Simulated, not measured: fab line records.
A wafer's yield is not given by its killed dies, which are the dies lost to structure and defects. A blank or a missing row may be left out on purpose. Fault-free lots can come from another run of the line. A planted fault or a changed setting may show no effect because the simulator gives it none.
fab line records	flow gf180mcu	part 1 of 2: steps 1 to 43 of 45
[record] lots = 6	wafers = 18	last_day = 34
route steps=602 shown MVSD@74 MVPSD@78 VT_IMPLANT@91 V2@398 PASSIVATION@602
lots that met no fault: from a run of the same line without faults
start_h: start of the lot's first displayed wafer, in hours after the record's first day	wait_h: how many hours have passed since the lot's step before this one	" the same as in the row above	L1.1+2: one row covering several wafers at once	- either no value or no given start	* or withheld: withheld	< > ~ a bound
route shown NAME@n: a module of which the file shows steps, and the number in the route of the first	usual: mean/standard deviation of fault-free wafers	same: alike in all rows	chamber/n: place in a boat	sites: per-site readings	_std_site: standard deviation across them	_edge_site: inner sites' mean taken away from outer sites' mean	radius_mm: how far each site lies from the wafer's centre	mask NAME#n: copy n	behind: the tool/chamber that last shaped the wafer	hold: reason for holding the lot/hours on hold/outcome of the hold	device: the transistor (n, p or np) that didn't switch	end of line: the tests these same wafers got at the end of their route	a step given without rows: its recipe and nothing more	killed: count of dies lost to structure and defects at first sort (not the wafer's yield)	map: the dies of a wafer, with x for killed, . for not killed, _ for no die there
set.NAME: the setting as run; set.NAME@STEP: as run at that earlier step	model.NAME: the simulator's own value behind a step, which no gauge read
lots seen at some steps along the route; tables by step, rows by wafer
services: from which hour (start_h, from the record's first day; less than 0 if before it) a tool's chamber was out of use, for how many hours, and why
[[steps]]
[step GF_MVSD_IMPLANT_08]
[recipe] species = P	energy_kev = 400	dose_cm2 = 1.6e+13	tilt_deg = 0
[step GF_MVSD_IMPLANT_09]
[recipe] species = P	energy_kev = 100	dose_cm2 = 5e+12	tilt_deg = 0
[step GF_MVSD_STRIP_10]
[recipe] chemistry = O2/N2	power_w = 1419	pressure_mtorr = 1500	platen_temp_c = 250	o2_flow_sccm = 3000	n2_flow_sccm = 300	overash_fraction = 0.5
[usual] drypump_motor_current_A = 5.6/0.41	heater_power_w = 353/32	oes_product_au = 0.727/0.0047	strip_time_to_endpoint_s = 36.58/0.11
lot.wafer	tool	chamber	start_h	wait_h	drypump_motor_current_A	heater_power_w	oes_product_au	rf_hours_counter_h	strip_time_to_endpoint_s
L328.3	plasma_asher-04	1	89.29	0.1	5.8	331	0.721	-	36.52
L328.5	"	0	"	"	5.8	352	0.732	-	36.53
L328.6	"	1	"	"	5.8	322	0.727	-	36.57
L336.1	plasma_asher-04	0	136.01	0.1	5.8	355	0.724	46	36.85
L336.2	"	1	"	"	5.8	325	0.724	46	36.82
L336.5	"	0	"	"	5.8	346	0.721	-	36.77
L343.1	plasma_asher-04	1	178.03	0.1	5.8	319	0.720	51	36.43
L343.5	"	0	"	"	5.8	346	0.732	-	36.45
L343.6	"	1	"	"	5.8	323	0.728	-	36.37
L342.2	plasma_asher-02	1	178.68	0.1	5.5	351	0.731	6	36.68
L342.4	"	1	"	"	5.5	355	0.725	-	36.54
L342.5	"	0	"	"	6.0	426	0.730	-	36.60
L348.2	plasma_asher-02	1	206.07	0.1	5.5	345	0.727	8	36.80
L348.5	"	1	"	"	5.5	344	0.723	-	36.75
L348.6	"	0	"	"	6.1	422	0.723	-	36.71
L350.3	plasma_asher-02	0	216.22	0.1	6.1	418	0.727	-	36.56
L350.4	"	1	"	"	5.5	355	0.717	-	36.66
L350.5	"	0	"	"	6.0	427	0.720	-	36.59
[step GF_MVSD_TW_MEAS_11]
[usual] MVSD_TW = 1584/9.2
lot.wafer	tool	chamber	start_h	wait_h	MVSD_TW
L328.3	film_metro-02	-	89.38	0.1	1575
L328.5	"	-	"	"	1575
L328.6	"	-	"	"	1581
L336.1	film_metro-02	-	136.11	0.1	1562
L336.2	"	-	"	"	1581
L336.5	"	-	"	"	1572
L343.1	film_metro-04	-	178.13	0.1	1584
L343.5	"	-	"	"	1592
L343.6	"	-	"	"	1576
L342.2	film_metro-04	-	178.79	0.1	1588
L342.4	"	-	"	"	1586
L342.5	"	-	"	"	1576
L348.2	film_metro-01	-	206.18	0.1	1584
L348.5	"	-	"	"	1585
L348.6	"	-	"	"	1583
L350.3	film_metro-01	-	216.31	0.1	1586
L350.4	"	-	"	"	1583
L350.5	"	-	"	"	1598
[step GF_MVPSD_DEHYDRATE_00]
[recipe] temp_c = 200	time_s = 60
[step GF_MVPSD_HMDS_01]
[recipe] prime_time_s = 60	prime_temp_c = 120.6
[step GF_MVPSD_COAT_02]
[recipe] spin_rpm = 2000	resist_thk_nm = 3000
[step GF_MVPSD_SOFTBAKE_03]
[recipe] temp_c = 110	time_s = withheld
[step GF_MVPSD_EXPOSE_04]
[recipe] mask_id = MVPSD	target_cd_nm = 1000	na = 0.6	source_shape = conventional	sigma_outer = 0.6	dose_mj = 260
[step GF_MVPSD_PEB_05]
[recipe] temp_c = 115	time_s = withheld
[step GF_MVPSD_DEVELOP_06]
[recipe] wall_angle_deg = 90	develop_time_s = 60	dev_temp_c = 23
[step GF_MVPSD_OVL_MEAS_07]
[usual] MVPSD_OVL = 0.2/1.5
lot.wafer	tool	chamber	start_h	wait_h	MVPSD_OVL[nm]
L328.3	overlay-02	-	103.44	-	-1.8
L328.5	"	-	"	"	-2.4
L328.6	"	-	"	"	-1.5
L336.1	overlay-02	-	151.21	-	0.8
L336.2	"	-	"	"	1.3
L336.5	"	-	"	"	0.1
L343.1	overlay-01	-	194.69	-	1.7
L343.5	"	-	"	"	-0.6
L343.6	"	-	"	"	-0.4
L342.2	overlay-02	-	195.80	-	0.1
L342.4	"	-	"	"	-0.3
L342.5	"	-	"	"	1.2
L348.2	overlay-02	-	224.49	-	1.3
L348.5	"	-	"	"	3.0
L348.6	"	-	"	"	1.6
L350.3	overlay-02	-	235.03	-	0.8
L350.4	"	-	"	"	0.0
L350.5	"	-	"	"	-0.3
[step GF_MVPSD_IMPLANT_08]
[recipe] species = B	energy_kev = 170	dose_cm2 = 1.5e+13	tilt_deg = 0
[usual] dose_ions_cm2 = 1.5e+13/1.6e+10	end_station_pressure_torr = 5.06e-06/2.8e-07	faraday_current_uA = 84.7/1.7
lot.wafer	tool	chamber	start_h	wait_h	dose_ions_cm2	end_station_pressure_torr	faraday_current_uA
L328.3	implanter-04	0	103.51	0.1	1.5013e+13	4.6e-06	84.7
L328.5	"	0	"	"	1.5014e+13	5.26e-06	88.9
L328.6	"	0	"	"	1.5002e+13	4.83e-06	83.2
L336.1	implanter-02	0	151.25	0.0	1.4998e+13	4.53e-06	83.2
L336.2	"	0	"	"	1.4987e+13	5.24e-06	85.2
L336.5	"	0	"	"	1.5007e+13	5.41e-06	85.8
L343.1	implanter-04	0	194.73	0.0	1.3452e+13	4.85e-06	74.2
L343.5	"	0	"	"	1.3486e+13	4.78e-06	76.6
L343.6	"	0	"	"	1.3449e+13	5.05e-06	77.9
L342.2	implanter-04	0	195.85	0.0	1.3423e+13	5.29e-06	78.3
L342.4	"	0	"	"	1.3473e+13	4.95e-06	72.9
L342.5	"	0	"	"	1.3425e+13	4.89e-06	73.7
L348.2	implanter-02	0	224.55	0.0	1.4983e+13	5.6e-06	85.6
L348.5	"	0	"	"	1.4999e+13	5e-06	81.4
L348.6	"	0	"	"	1.5012e+13	5.06e-06	84.2
L350.3	implanter-01	0	235.10	0.1	1.5012e+13	4.82e-06	84.9
L350.4	"	0	"	"	1.5023e+13	4.84e-06	85.6
L350.5	"	0	"	"	1.5001e+13	4.94e-06	82.9
[step GF_MVPSD_IMPLANT_09]
[recipe] species = B	energy_kev = 40	dose_cm2 = 5e+12	tilt_deg = 0
[step GF_MVPSD_STRIP_10]
[recipe] chemistry = O2/N2	power_w = 1400	pressure_mtorr = 1500	platen_temp_c = 250	o2_flow_sccm = 3000	n2_flow_sccm = 300	overash_fraction = 0.5
[usual] drypump_motor_current_A = 5.71/0.16	heater_power_w = 360/29	oes_product_au = 0.722/0.005	strip_time_to_endpoint_s = 36.95/0.092
lot.wafer	tool	chamber	start_h	wait_h	drypump_motor_current_A	heater_power_w	oes_product_au	rf_hours_counter_h	strip_time_to_endpoint_s
L328.3	plasma_asher-03	0	103.79	0.1	5.55	380	0.720	-	37.02
L328.5	"	1	"	"	5.67	355	0.721	-	37.06
L328.6	"	0	"	"	5.56	382	0.714	-	37.12
L336.1	plasma_asher-02	1	151.55	0.1	5.48	342	0.722	4	36.92
L336.2	"	0	"	"	6.05	413	0.730	4	36.99
L336.5	"	1	"	"	5.50	353	0.717	-	36.88
L343.1	plasma_asher-04	1	195.03	0.1	5.76	323	0.717	53	36.99
L343.5	"	0	"	"	5.83	353	0.731	-	36.80
L343.6	"	1	"	"	5.74	329	0.734	-	36.81
L342.2	plasma_asher-03	1	196.13	0.1	5.69	345	0.725	41	37.07
L342.4	"	1	"	"	5.65	347	0.718	-	37.06
L342.5	"	0	"	"	5.57	376	0.720	-	37.10
L348.2	plasma_asher-04	1	224.82	0.1	5.73	336	0.725	56	37.02
L348.5	"	1	"	"	5.73	326	0.726	-	37.02
L348.6	"	0	"	"	5.81	342	0.711	-	37.06
L350.3	plasma_asher-02	1	235.38	0.1	5.49	351	0.720	-	37.14
L350.4	"	0	"	"	6.03	424	0.725	-	37.13
L350.5	"	0	"	"	6.02	424	0.727	-	37.12
[step GF_MVPSD_TW_MEAS_11]
[usual] MVPSD_TW = 556/3.1
lot.wafer	tool	chamber	start_h	wait_h	hold	MVPSD_TW
L328.3	film_metro-02	-	103.88	0.1	-	553
L328.5	"	-	"	"	-	551
L328.6	"	-	"	"	-	554
L336.1	film_metro-01	-	151.65	0.1	-	564
L336.2	"	-	"	"	-	560
L336.5	"	-	"	"	-	560
L343.1	film_metro-01	-	195.13	0.1	await_dispo/0.2h/release	538
L343.5	"	-	"	"	await_dispo/0.2h/release	539
L343.6	"	-	"	"	await_dispo/0.2h/release	540
L343.1	film_metro-01	-	195.35	0.2	-	541
L343.5	"	-	"	"	-	541
L343.6	"	-	"	"	-	541
L342.2	film_metro-02	-	196.24	0.1	await_dispo/0.2h/release	541
L342.4	"	-	"	"	await_dispo/0.2h/release	544
L342.5	"	-	"	"	await_dispo/0.2h/release	539
L342.2	film_metro-02	-	196.46	0.2	-	541
L342.4	"	-	"	"	-	541
L342.5	"	-	"	"	-	539
L348.2	film_metro-04	-	224.93	0.1	-	555
L348.5	"	-	"	"	-	554
L348.6	"	-	"	"	-	556
L350.3	film_metro-04	-	235.47	0.1	-	554
L350.4	"	-	"	"	-	555
L350.5	"	-	"	"	-	555
[step GF_VT_IMPLANT_HMDS_01]
[recipe] prime_time_s = 60	prime_temp_c = 120
[step GF_VT_IMPLANT_COAT_02]
[recipe] resist = NOVOLAK	spin_rpm = 3000	resist_thk_nm = 1000
[step GF_VT_IMPLANT_SOFTBAKE_03]
[recipe] temp_c = 90	time_s = 60	resist = NOVOLAK
[step GF_VT_IMPLANT_EXPOSE_04]
[recipe] mask_id = LVPWELL_LV_AREA	target_cd_nm = 600	na = 0.6	source_shape = conventional	sigma_outer = 0.6	dose_mj = 140
[step GF_VT_IMPLANT_PEB_05]
[recipe] temp_c = withheld	time_s = *	resist = NOVOLAK
[step GF_VT_IMPLANT_DEVELOP_06]
[recipe] develop_time_s = 60	dev_temp_c = 23
[step GF_VT_IMPLANT_OVL_MEAS_07]
[usual] VT_IMPLANT_OVL = -0.1/1.6
lot.wafer	tool	chamber	start_h	wait_h	VT_IMPLANT_OVL[nm]
L328.3	overlay-01	-	117.53	0.1	1.0
L328.5	"	-	"	"	0.6
L328.6	"	-	"	"	1.6
L336.1	overlay-02	-	167.75	0.1	-2.2
L336.2	"	-	"	"	-2.0
L336.5	"	-	"	"	-2.7
L343.1	overlay-02	-	212.60	0.1	0.1
L343.5	"	-	"	"	0.1
L343.6	"	-	"	"	0.2
L342.2	overlay-01	-	213.32	0.1	-0.9
L342.4	"	-	"	"	0.1
L342.5	"	-	"	"	-0.4
L348.2	overlay-01	-	242.87	0.1	0.6
L348.5	"	-	"	"	-0.2
L348.6	"	-	"	"	2.2
L350.3	overlay-02	-	254.42	0.1	1.6
L350.4	"	-	"	"	1.9
L350.5	"	-	"	"	1.8
[step GF_VT_IMPLANT_IMPLANT_08]
[recipe] species = BF2	energy_kev = 20	dose_cm2 = 8.29e+12	tilt_deg = 7
[step GF_VT_IMPLANT_STRIP_09]
[recipe] chemistry = O2/N2	power_w = 1400	pressure_mtorr = 1500	platen_temp_c = 250	o2_flow_sccm = 3000	n2_flow_sccm = 300	overash_fraction = 0.5
[usual] drypump_motor_current_A = 5.5/0.39	heater_power_w = 358/30	oes_product_au = 0.716/0.0044	strip_time_to_endpoint_s = 12.63/0.04
lot.wafer	tool	chamber	start_h	wait_h	drypump_motor_current_A	heater_power_w	oes_product_au	rf_hours_counter_h	strip_time_to_endpoint_s
L328.3	plasma_asher-03	1	117.73	0.1	5.7	342	0.712	-	12.69
L328.5	"	1	"	"	5.6	352	0.712	-	12.64
L328.6	"	0	"	"	5.6	376	0.721	-	12.68
L336.1	plasma_asher-02	1	167.94	0.1	5.5	336	0.711	5	12.71
L336.2	"	0	"	"	6.0	420	0.718	5	12.64
L336.5	"	1	"	"	5.5	347	0.717	-	12.66
L343.1	plasma_asher-02	1	212.79	0.1	5.5	337	0.718	9	12.63
L343.5	"	1	"	"	5.5	339	0.713	-	12.63
L343.6	"	0	"	"	6.0	416	0.708	-	12.66
L342.2	plasma_asher-03	1	213.50	0.1	5.7	348	0.719	44	12.64
L342.4	"	1	"	"	5.7	350	0.715	-	12.59
L342.5	"	1	"	"	5.7	343	0.720	-	12.64
L348.2	plasma_asher-01	0	243.05	0.1	4.8	324	0.720	59	12.62
L348.5	"	0	"	"	4.8	335	0.713	-	12.57
L348.6	"	1	"	"	5.9	335	0.712	-	12.62
L350.3	plasma_asher-01	0	254.63	0.1	4.8	335	0.707	-	12.57
L350.4	"	1	"	"	5.9	326	0.722	-	12.58
L350.5	"	0	"	"	4.8	330	0.717	-	12.57
[step GF_VT_IMPLANT_TW_MEAS_10]
[usual] VT_IMPLANT_TW = 566.5/2.8
lot.wafer	tool	chamber	start_h	wait_h	VT_IMPLANT_TW
L328.3	film_metro-03	-	117.82	0.1	564.7
L328.5	"	-	"	"	566.6
L328.6	"	-	"	"	564.1
L336.1	film_metro-02	-	168.04	0.1	565.3
L336.2	"	-	"	"	567.7
L336.5	"	-	"	"	564.4
L343.1	film_metro-02	-	212.89	0.1	566.1
L343.5	"	-	"	"	566.0
L343.6	"	-	"	"	565.6
L342.2	film_metro-01	-	213.61	0.1	566.4
L342.4	"	-	"	"	567.1
L342.5	"	-	"	"	564.5
L348.2	film_metro-01	-	243.16	0.1	563.2
L348.5	"	-	"	"	567.7
L348.6	"	-	"	"	564.0
L350.3	film_metro-01	-	254.72	0.1	566.0
L350.4	"	-	"	"	563.6
L350.5	"	-	"	"	561.8
[step GF_VT_IMPLANT_DEHYDRATE_11]
[recipe] temp_c = 200	time_s = 60
[step GF_VT_IMPLANT_HMDS_12]
[recipe] prime_time_s = 60	prime_temp_c = 120
[step GF_VT_IMPLANT_COAT_13]
[recipe] resist = NOVOLAK	spin_rpm = 3000	resist_thk_nm = 1000
[step GF_VT_IMPLANT_SOFTBAKE_14]
[recipe] temp_c = 90	time_s = 60	resist = NOVOLAK
[step GF_VT_IMPLANT_EXPOSE_15]
[recipe] mask_id = Nwell_LV_AREA	target_cd_nm = 860	na = 0.6	source_shape = conventional	sigma_outer = 0.6	dose_mj = 137.2
[step GF_VT_IMPLANT_PEB_16]
[recipe] temp_c = withheld	time_s = *	resist = NOVOLAK
[step GF_VT_IMPLANT_DEVELOP_17]
[recipe] develop_time_s = 60	dev_temp_c = 23
[step GF_VT_IMPLANT_OVL_MEAS_18]
[usual] VT_IMPLANT_01_OVL = -0.3/1.2
lot.wafer	tool	chamber	start_h	wait_h	VT_IMPLANT_01_OVL[nm]
L328.3	overlay-02	-	132.88	0.1	-0.4
L328.5	"	-	"	"	-0.9
L328.6	"	-	"	"	-0.1
L336.1	overlay-02	-	184.12	0.1	-0.7
L336.2	"	-	"	"	-1.8
L336.5	"	-	"	"	-2.2
L343.1	overlay-02	-	230.80	0.1	0.4
L343.5	"	-	"	"	-0.2
L343.6	"	-	"	"	1.4
L342.2	overlay-01	-	231.78	0.1	0.8
L342.4	"	-	"	"	0.9
L342.5	"	-	"	"	1.0
L348.2	overlay-02	-	262.13	0.1	0.2
L348.5	"	-	"	"	-1.6
L348.6	"	-	"	"	-1.1
L350.3	overlay-01	-	273.92	0.1	1.8
L350.4	"	-	"	"	0.7
L350.5	"	-	"	"	0.7
[step GF_VT_IMPLANT_IMPLANT_19]
[recipe] species = As	energy_kev = 100	dose_cm2 = 4.35e+12	tilt_deg = 7
[step GF_VT_IMPLANT_STRIP_20]
[recipe] chemistry = O2/N2	power_w = 1400	pressure_mtorr = 1500	platen_temp_c = 250	o2_flow_sccm = 3000	n2_flow_sccm = 300	overash_fraction = 0.5
[usual] drypump_motor_current_A = 5.5/0.41	heater_power_w = 357/29	oes_product_au = 0.716/0.0044	strip_time_to_endpoint_s = 12.62/0.033
lot.wafer	tool	chamber	start_h	wait_h	drypump_motor_current_A	heater_power_w	oes_product_au	rf_hours_counter_h	strip_time_to_endpoint_s
L328.3	plasma_asher-01	1	133.08	0.1	5.9	329	0.712	-	12.64
L328.5	"	0	"	"	4.8	328	0.716	-	12.63
L328.6	"	1	"	"	5.9	330	0.713	-	12.64
L336.1	plasma_asher-03	1	184.31	0.1	5.7	334	0.707	40	12.60
L336.2	"	0	"	"	5.6	391	0.714	40	12.62
L336.5	"	1	"	"	5.7	350	0.716	-	12.61
L343.1	plasma_asher-03	1	230.99	0.1	5.7	355	0.718	46	12.59
L343.5	"	1	"	"	5.6	336	0.715	-	12.59
L343.6	"	0	"	"	5.5	383	0.715	-	12.63
L342.2	plasma_asher-03	0	231.96	0.1	5.6	388	0.720	46	12.65
L342.4	"	1	"	"	5.7	347	0.713	-	12.64
L342.5	"	0	"	"	5.6	388	0.705	-	12.66
L348.2	plasma_asher-02	0	262.31	0.1	6.0	422	0.715	14	12.61
L348.5	"	0	"	"	6.0	424	0.712	-	12.59
L348.6	"	1	"	"	5.5	352	0.720	-	12.60
L350.3	plasma_asher-01	0	274.13	0.1	4.8	340	0.725	-	12.60
L350.4	"	1	"	"	5.9	331	0.717	-	12.58
L350.5	"	1	"	"	5.9	334	0.712	-	12.61
[step GF_VT_IMPLANT_TW_MEAS_21]
[usual] VT_IMPLANT_2_TW = 1220/6.8
lot.wafer	tool	chamber	start_h	wait_h	VT_IMPLANT_2_TW
L328.3	film_metro-02	-	133.17	0.1	1216
L328.5	"	-	"	"	1209
L328.6	"	-	"	"	1208
L336.1	film_metro-03	-	184.41	0.1	1226
L336.2	"	-	"	"	1208
L336.5	"	-	"	"	1224
L343.1	film_metro-03	-	231.09	0.1	1217
L343.5	"	-	"	"	1214
L343.6	"	-	"	"	1215
L342.2	film_metro-01	-	232.07	0.1	1226
L342.4	"	-	"	"	1229
L342.5	"	-	"	"	1228
L348.2	film_metro-01	-	262.42	0.1	1216
L348.5	"	-	"	"	1214
L348.6	"	-	"	"	1217
L350.3	film_metro-01	-	274.22	0.1	1221
L350.4	"	-	"	"	1217
L350.5	"	-	"	"	1218
[step GF_VT_IMPLANT_DEHYDRATE_22]
[recipe] temp_c = 200	time_s = 60
[step GF_VT_IMPLANT_HMDS_23]
[recipe] prime_time_s = 60	prime_temp_c = 120
[step GF_VT_IMPLANT_COAT_24]
[recipe] resist = NOVOLAK	spin_rpm = 3000	resist_thk_nm = 1000
[step GF_VT_IMPLANT_SOFTBAKE_25]
[recipe] temp_c = 90	time_s = 60	resist = NOVOLAK
[step GF_VT_IMPLANT_RS_MEAS_49]
[recipe] thk_meas_gauge = four-point-probe
[usual] MVPSD_RS = 1168/3.2
lot.wafer	tool	chamber	start_h	wait_h	hold	MVPSD_RS[ohm/sq]
L328.3	film_metro-01	-	165.80	0.1	-	1162
L328.5	"	-	"	"	-	1165
L328.6	"	-	"	"	-	1162
L336.1	film_metro-02	-	219.13	0.1	-	1170
L336.2	"	-	"	"	-	1169
L336.5	"	-	"	"	-	1171
L343.1	film_metro-02	-	271.06	0.1	await_dispo/0.2h/release	1233
L343.5	"	-	"	"	await_dispo/0.2h/release	1237
L343.6	"	-	"	"	await_dispo/0.2h/release	1233
L343.1	film_metro-02	-	271.42	0.3	-	1234
L343.5	"	-	"	"	-	1235
L343.6	"	-	"	"	-	1235
L342.2	film_metro-01	-	271.59	0.1	await_dispo/0.2h/release	1227
L342.4	"	-	"	"	await_dispo/0.2h/release	1233
L342.5	"	-	"	"	await_dispo/0.2h/release	1231
L342.2	film_metro-01	-	271.88	0.3	-	1232
L342.4	"	-	"	"	-	1230
L342.5	"	-	"	"	-	1228
L348.2	film_metro-02	-	302.70	0.1	-	1170
L348.5	"	-	"	"	-	1169
L348.6	"	-	"	"	-	1169
L350.3	film_metro-01	-	315.51	0.1	-	1165
L350.4	"	-	"	"	-	1166
L350.5	"	-	"	"	-	1166
[step GF_V2_ETCH_16]
[recipe] chemistry = N2/H2	target_depth_a = withheld	overetch_a = withheld	time_s = withheld	target = BARC	ion_energy_ev = 200	source_w = 500	bias_w = 100	pressure_mtorr = 30	n2_flow_sccm = 100	h2_flow_sccm = 200
[usual] bias_w = 99.96/0.28	drypump_motor_current_A = 5.8/0.44	oes_product_au = 0.854/0.0052	throttle_valve_pct = 13.224/0.0089
lot.wafer	tool	chamber	start_h	wait_h	bias_w	drypump_motor_current_A	oes_product_au	throttle_valve_pct	model.V2.cd_nm
L328.3	rie_diel-02	3	479.82	0.0	99.86	6.4	0.860	13.227	258.3
L328.5	"	3	"	"	99.96	6.4	0.847	13.247	256.4
L328.6	"	0	"	"	100.23	5.3	0.856	13.221	256.5
L336.1	rie_diel-04	0	546.22	0.0	99.61	5.5	0.847	13.236	259.9
L336.2	"	2	"	"	100.13	5.5	0.864	13.227	260.8
L336.5	"	0	"	"	99.89	5.5	0.846	13.220	258.9
L343.1	rie_diel-04	0	606.79	0.0	100.36	5.5	0.850	13.220	259.4
L343.5	"	0	"	"	100.23	5.5	0.859	13.213	259
L343.6	"	3	"	"	100.05	5.9	0.847	13.202	261.2
L342.2	rie_diel-01	2	615.23	0.0	99.73	6.5	0.854	13.227	251.3
L342.4	"	0	"	"	99.86	5.6	0.853	13.223	251.5
L342.5	"	0	"	"	99.85	5.6	0.847	13.209	250.7
L348.2	rie_diel-01	1	639.11	0.0	100.06	5.8	0.850	13.225	257.8
L348.5	"	1	"	"	99.72	5.8	0.864	13.227	256.6
L348.6	"	2	"	"	99.77	6.6	0.845	13.227	259.5
L350.3	rie_diel-02	3	649.62	0.0	99.90	6.3	0.849	13.232	258.3
L350.4	"	0	"	"	99.79	5.3	0.852	13.224	258.6
L350.5	"	0	"	"	100.14	5.3	0.853	13.219	257.4
[[key]]
[first_sign] step = GF_MVPSD_IMPLANT_08	reading = dose_ions_cm2	direction = down	sigmas = 94	usual = 1.5e+13	struck = 1.3451e+13
[effect] step = GF_MVPSD_IMPLANT_08	reading = faraday_current_uA	direction = down	sigmas = 5.3	usual = 84.7	struck = 75.6
[effect] step = GF_MVPSD_TW_MEAS_11	reading = visit	direction = added
[effect] step = GF_MVPSD_TW_MEAS_11	reading = MVPSD_TW	direction = down	sigmas = 5.1	usual = 556	struck = 540
[effect] step = GF_VT_IMPLANT_RS_MEAS_49	reading = MVPSD_RS	direction = up	sigmas = 20	usual = 1168	struck = 1232
[model_effect] step = GF_V2_ETCH_16	value = V2.cd_nm	without = 259.2	struck = 255.5
[model_effect] step = GF_V2_ETCH_17	value = V2.cd_nm	without = 259.3	struck = 255.5
[model_effect] step = GF_PASSIVATION_PROBE_99	value = etest.ldpmos_10p0.r_on_ohm_um	without = 1.093e+04	struck = 1.117e+04
met_at GF_MVPSD_IMPLANT_08
struck_wafers L342.2,L342.4,L342.5,L343.1,L343.5,L343.6
rows_end L342.2,L342.4,L342.5
tester_left_out L343
[loop_trim] step = GF_V2_EXPOSE_11	setting = dose	lots = L342
onset_between 103.51 194.73
[fault] kind = process_parameter_drift	tool = implanter-04	chamber = -	onset_h = 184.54	steps = GF_MVPSD_IMPLANT_08	channel = dose_cm2	offset = -1.5605e+12	shape = step	end_h = 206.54	acts_in = these_recipes_only	stated = 1.5e+13
// tester_left_out: of these lots the tester's yield and bins aren't shown, on N5 and GAA mostly nor the transistor test; their killed dies are dies lost to structure and defects alone, not to doping, threshold or leakage, so they don't give the yield
// rows_end: these wafers met a further fault down the route, and their rows from its step on are left out
// loop_trim: a control loop set the setting to another value than it would have without faults
